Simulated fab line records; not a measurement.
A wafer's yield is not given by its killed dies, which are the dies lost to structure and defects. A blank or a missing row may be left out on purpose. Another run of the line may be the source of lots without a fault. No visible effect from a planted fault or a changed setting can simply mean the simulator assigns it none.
fab line records	flow sfq-line
record lots=14	wafers=42	last-day=80
route steps=325 shown L0V@25 I0@56 A5B@210 R5@226
lots that met no fault: taken from a fault-free run of the same line
start-h: the number of hours between the record's first day and the start of the first shown wafer of the lot	wait-h: hours from the lot's prior step to this one	" identical to the entry in the row above	L1.1+2: a single row standing in for several wafers	- no value, or no start was given	* or withheld: withheld	< > ~ a bound
route shown NAME@n: names a module that has steps shown in the file, with the first one's number in the route	usual: mean/standard deviation of fault-free wafers	same: alike in all rows	chamber/n: place in a boat	sites: per-site readings	_std_site: how widely they spread, as a standard deviation	_edge_site: the outer-site mean with the inner-site mean subtracted	radius-mm: for every site, how far away it sits from the centre of the wafer	mask NAME#n: copy n	behind: the last tool/chamber to shape the wafer	hold: the reason the lot was held/the length of the hold in hours/how it ended	device: the n, p or np transistor that did not switch	end of line: at the end of the route, the tests of the same wafers	for a step that has no rows: nothing shown but its recipe	killed: count of dies lost to structure and defects at first sort (not the wafer's yield)	map: shows each die of a wafer: x if killed, . if not, _ if none is there
set.NAME: the setting the step ran with; set.NAME@STEP: the setting that earlier step ran with	model.NAME: the simulator's own value behind a step, which no gauge read
route steps across a sampled set of lots; one table per step, one row per wafer
services: a tool's chamber out of use, with start hour (start-h, from the record's first day; less than 0 if before it), hours out, and reason
## steps
# step SFQ_TRILAYER_L0_VIA_ETCH_VIA_ETCH_016
# recipe target=SiO2	stop-on=MoNx_KI	mask-material=PR	chemistry=CHF3	target-depth-nm=80	source-w=500	bias-w=80	pressure-mtorr=30	time-s=withheld
# usual drypump-motor-current-A=5.7/0.45	oes-product-au=0.840/0.0094
lot.wafer	tool	chamber	start-h	wait-h	drypump-motor-current-A	oes-product-au
L609.1	rie-diel-03	0	105.50	0.0	4.7	0.843
L609.5	"	0	"	"	4.8	0.843
L609.6	"	3	"	"	5.9	0.847
L612.4	rie-diel-04	1	124.25	0.0	6.6	0.847
L612.5	"	1	"	"	6.6	0.852
L612.6	"	0	"	"	5.7	0.837
L613.3	rie-diel-01	0	133.85	0.0	5.6	0.839
L613.4	"	1	"	"	5.8	0.840
L613.6	"	0	"	"	5.6	0.832
L614.1	rie-diel-01	1	138.65	0.0	5.8	0.834
L614.2	"	2	"	"	5.8	0.839
L614.4	"	3	"	"	6.2	0.856
L615.1	rie-diel-01	3	144.65	0.0	6.2	0.841
L615.3	"	2	"	"	5.8	0.852
L615.5	"	3	"	"	6.2	0.852
L616.3	rie-diel-03	1	148.25	0.0	5.4	0.833
L616.4	"	0	"	"	4.8	0.835
L616.5	"	3	"	"	5.8	0.840
L618.1	rie-diel-04	3	157.85	0.0	5.3	0.834
L618.2	"	0	"	"	5.7	0.831
L618.4	"	2	"	"	6.0	0.846
L620.1	rie-diel-03	2	169.85	0.0	5.7	0.844
L620.3	"	3	"	"	5.9	0.843
L620.4	"	0	"	"	4.8	0.850
L622.1	rie-diel-03	1	181.85	0.0	5.5	0.838
L622.3	"	3	"	"	5.9	0.842
L622.6	"	2	"	"	5.7	0.845
L623.2	rie-diel-04	0	183.05	0.0	5.7	0.839
L623.4	"	2	"	"	6.0	0.839
L623.6	"	0	"	"	5.7	0.837
L625.3	rie-diel-04	1	207.88	0.0	6.6	0.822
L625.5	"	2	"	"	6.0	0.839
L625.6	"	1	"	"	6.6	0.849
L628.2	rie-diel-01	0	222.28	0.0	5.6	0.837
L628.4	"	1	"	"	5.8	0.836
L628.5	"	0	"	"	5.6	0.833
L630.2	rie-diel-04	0	231.88	0.0	5.7	0.830
L630.4	"	3	"	"	5.3	0.833
L630.6	"	3	"	"	5.3	0.838
L631.1	rie-diel-03	1	240.38	0.0	5.4	0.833
L631.3	"	2	"	"	5.7	0.832
L631.5	"	3	"	"	5.9	0.836
# step SFQ_TRILAYER_I0_VIA_STRIP_STRIP_035
# recipe gas=O2	power-w=200	platen-temp-c=40	overash-fraction=0.65	chemistry=O2	pressure-mtorr=50
# usual drypump-motor-current-A=5.3/0.39	oes-product-au=1.005/0.014
lot.wafer	tool	chamber	start-h	wait-h	drypump-motor-current-A	oes-product-au	rf-hours-counter-h
L609.1	rie-metal-04	1	227.20	-	4.9	1.012	178
L609.5	"	1	"	"	4.9	1.006	-
L609.6	"	0	"	"	5.1	1.012	-
L612.4	rie-metal-04	1	251.30	-	4.8	1.004	-
L612.5	"	0	"	"	5.1	1.005	-
L612.6	"	1	"	"	4.9	1.007	-
L613.3	rie-metal-01	1	257.30	-	5.2	1.011	-
L613.4	"	0	"	"	5.1	1.010	-
L613.6	"	0	"	"	5.1	1.011	-
L614.1	rie-metal-01	1	263.10	-	5.2	1.020	180
L614.2	"	0	"	"	5.1	1.001	26
L614.4	"	1	"	"	5.2	1.008	-
L615.1	rie-metal-04	1	275.05	-	4.9	1.012	186
L615.3	"	0	"	"	5.1	1.014	-
L615.5	"	0	"	"	5.1	1.010	-
L616.3	rie-metal-04	1	280.05	-	4.9	1.022	-
L616.4	"	0	"	"	5.1	1.010	-
L616.5	"	1	"	"	4.9	1.024	-
L618.1	rie-metal-02	1	296.20	-	5.9	0.989	25
L618.2	"	0	"	"	5.8	1.000	63
L618.4	"	1	"	"	5.9	0.992	-
L620.1	rie-metal-01	0	304.60	-	5.1	1.016	33
L620.3	"	0	"	"	5.1	1.010	-
L620.4	"	0	"	"	5.1	1.007	-
L622.1	rie-metal-01	1	325.00	-	5.2	1.026	4
L622.3	"	1	"	"	5.2	1.020	-
L622.6	"	1	"	"	5.2	1.026	-
L623.2	rie-metal-04	1	327.40	-	4.9	1.008	5
L623.4	"	0	"	"	5.1	1.011	-
L623.6	"	1	"	"	4.8	1.002	-
L625.3	rie-metal-02	1	344.40	-	5.9	1.001	-
L625.5	"	1	"	"	5.9	1.002	-
L625.6	"	1	"	"	5.9	0.996	-
L628.2	rie-metal-01	1	369.60	-	5.2	1.028	-
L628.4	"	1	"	"	5.2	1.035	-
L628.5	"	1	"	"	5.2	1.030	-
L630.2	rie-metal-04	1	384.22	-	4.8	0.988	15
L630.4	"	0	"	"	5.1	1.003	-
L630.6	"	1	"	"	4.8	0.999	-
L631.1	rie-metal-04	1	389.02	-	4.8	0.991	16
L631.3	"	1	"	"	4.8	0.980	-
L631.5	"	0	"	"	5.1	0.993	-
# step SFQ_TRILAYER_A5B_CMP_CMP_130
# recipe stop-on=Nb	down-force-psi=3	platen-rpm=60	target-thk-nm=340.7
# usual head-pressure-psi=3.000/0.0069	motor-current-A=10.0/0.55
lot.wafer	tool	chamber	start-h	wait-h	head-pressure-psi	motor-current-A
L609.1	cmp-02	2	1104.70	26.1	2.996	9.5
L609.5	"	0	1105.70	27.1	3.010	9.2
L609.6	"	1	"	"	2.998	10.1
L612.4	cmp-01	2	1130.91	0.0	2.999	10.4
L612.5	"	2	1132.91	2.0	3.016	10.1
L612.6	"	3	"	"	3.011	11.2
L613.4	cmp-01	1	1135.34	0.0	3.001	10.4
L613.3	"	3	1136.34	1.0	3.003	11.2
L613.6	"	2	1137.84	2.5	3.002	10.3
L614.4	cmp-02	2	1154.20	1.6	3.008	9.1
L614.2	"	3	"	"	3.006	10.2
L614.1	"	0	"	"	3.010	9.1
L615.1	cmp-01	0	1156.04	0.5	2.995	9.7
L615.3	"	2	1157.04	1.5	3.007	10.1
L615.5	"	0	1158.04	2.5	2.995	9.9
L616.3	cmp-02	3	1169.44	0.0	2.995	9.5
L616.4	"	2	1170.94	1.5	2.999	9.4
L616.5	"	3	"	"	2.984	9.8
L618.2	cmp-01	1	1336.61	1.4	3.005	10.4
L618.1	"	2	"	"	3.005	9.7
L618.4	"	0	1338.11	2.9	2.989	9.7
L620.1	cmp-02	1	1354.10	6.2	3.000	10.2
L620.3	"	3	1355.10	7.2	3.001	9.3
L620.4	"	0	"	"	3.006	9.8
L622.3	cmp-01	3	1369.84	0.0	2.899	10.7
L622.1	"	1	1370.84	1.0	2.901	10.3
L622.6	"	3	1371.84	2.0	2.902	10.7
L623.4	cmp-01	0	1381.14	0.5	2.914	9.4
L623.2	"	1	"	"	2.909	10.0
L623.6	"	3	1382.64	2.0	2.906	10.7
L625.3	cmp-02	0	1401.04	0.0	2.988	9.7
L625.5	"	0	1403.04	2.0	3.004	9.2
L625.6	"	1	"	"	3.007	10.5
L628.2	cmp-02	0	1444.80	0.0	3.001	9.8
L628.4	"	3	1446.30	1.5	3.008	9.8
L628.5	"	1	1447.30	2.5	3.001	10.1
L630.2	cmp-02	2	1454.06	1.0	3.003	9.4
L630.4	"	3	"	"	2.991	9.4
L630.6	"	1	1455.56	2.5	3.004	9.8
L631.1	cmp-01	1	1457.35	0.5	2.997	10.4
L631.3	"	3	1458.35	1.5	3.002	11.7
L631.5	"	1	1459.35	2.5	2.994	10.3
# step SFQ_TRILAYER_R5_STRIP_STRIP_140
# recipe gas=O2	power-w=200	platen-temp-c=40	overash-fraction=0.65	chemistry=O2	pressure-mtorr=50
# usual drypump-motor-current-A=5.4/0.37	oes-product-au=1.008/0.011
lot.wafer	tool	chamber	start-h	wait-h	drypump-motor-current-A	oes-product-au	rf-hours-counter-h
L609.1	rie-metal-03	0	1259.27	0.0	5.3	0.988	118
L609.5	"	1	"	"	5.4	1.016	-
L609.6	"	0	"	"	5.3	0.986	-
L612.4	rie-metal-04	0	1290.11	0.6	5.1	1.010	-
L612.5	"	0	"	"	5.1	1.002	-
L612.6	"	0	"	"	5.1	1.011	-
L613.3	rie-metal-02	0	1293.19	0.2	5.8	1.008	-
L613.4	"	1	"	"	6.0	1.012	-
L613.6	"	1	"	"	6.0	1.015	-
L614.1	rie-metal-03	0	1296.69	0.0	5.3	0.998	122
L614.2	"	1	"	"	5.4	1.026	112
L614.4	"	0	"	"	5.3	0.997	-
L615.1	rie-metal-04	1	1297.89	0.0	4.9	1.005	2
L615.3	"	0	"	"	5.1	1.007	-
L615.5	"	0	"	"	5.1	1.009	-
L616.3	rie-metal-03	1	1299.29	0.2	5.4	1.022	-
L616.4	"	0	"	"	5.3	0.997	-
L616.5	"	1	"	"	5.4	1.006	-
L618.1	rie-metal-03	0	1346.07	0.0	5.3	1.007	129
L618.2	"	1	"	"	5.4	1.019	118
L618.4	"	1	"	"	5.4	1.016	-
L620.1	rie-metal-02	1	1483.49	0.0	5.9	1.018	35
L620.3	"	0	"	"	5.7	1.005	-
L620.4	"	1	"	"	5.9	1.014	-
L622.1	rie-metal-03	0	1498.70	0.1	5.3	0.993	1
L622.3	"	0	"	"	5.3	0.993	-
L622.6	"	0	"	"	5.3	0.999	-
L623.2	rie-metal-04	0	1503.38	0.0	5.1	1.008	14
L623.4	"	1	"	"	4.8	0.983	-
L623.6	"	0	"	"	5.1	1.019	-
L625.3	rie-metal-03	0	1520.31	0.5	5.3	1.013	-
L625.5	"	0	"	"	5.3	1.007	-
L625.6	"	0	"	"	5.3	1.011	-
L628.2	rie-metal-02	1	1555.73	0.0	5.9	1.004	48
L628.4	"	0	"	"	5.7	1.025	-
L628.5	"	1	"	"	5.9	1.011	-
L630.2	rie-metal-04	0	1564.13	0.0	5.1	1.017	23
L630.4	"	1	"	"	4.8	0.985	-
L630.6	"	1	"	"	4.8	0.982	-
L631.1	rie-metal-04	1	1566.53	0.0	4.9	0.988	41
L631.3	"	1	"	"	4.9	0.979	-
L631.5	"	0	"	"	5.1	1.006	-
## services
tool	chamber	start-h	hours	kind
cmp-01	-	84.58	1.3	repair
cmp-02	-	89.39	0.9	repair
cmp-01	-	97.55	0.5	repair
cmp-01	-	105.95	0.5	repair
rie-metal-04	-	106.33	0.4	repair
cmp-01	-	115.84	6.1	repair
cmp-01	-	118.10	0.8	repair
cmp-01	-	124.46	0.8	repair
cmp-01	-	142.23	2.5	repair
cmp-02	-	143.76	0.8	repair
cmp-02	-	169.59	2.5	repair
cmp-02	-	170.78	0.5	repair
cmp-01	-	191.37	3.7	repair
cmp-02	-	213.45	0.8	repair
rie-metal-04	-	271.44	0.1	repair
rie-metal-04	0	409.70	9.2	repair
rie-metal-04	-	477.13	2.8	pm
rie-metal-04	-	485.14	14.6	pm
rie-metal-04	1	749.18	16.4	repair
rie-metal-04	-	888.16	1.4	pm
rie-metal-04	-	1043.53	6.1	repair
rie-metal-04	0	1055.49	16.3	repair
rie-metal-04	1	1284.01	6.5	repair
rie-metal-04	0	1528.84	5.5	repair
## key
first-sign step=SFQ_TRILAYER_A5B_CMP_CMP_130	reading=head-pressure-psi	direction=down	sigmas=14	usual=3.000	struck=2.905
effect none on later readings
met-at SFQ_TRILAYER_A5B_CMP_CMP_130
struck-lots L622,L623
not-acting-at SFQ_TRILAYER_L0_VIA_ETCH_VIA_ETCH_016,SFQ_TRILAYER_I0_VIA_STRIP_STRIP_035,SFQ_TRILAYER_R5_STRIP_STRIP_140
onset-between 1336.61 1369.84
fault kind=process-parameter-drift	tool=cmp-01	chamber=-	onset-h=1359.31	steps=SFQ_TRILAYER_A5B_CMP_CMP_130	channel=down-force-psi	offset=-0.091356	shape=step	end-h=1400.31	acts-in=these-recipes-only	stated=3
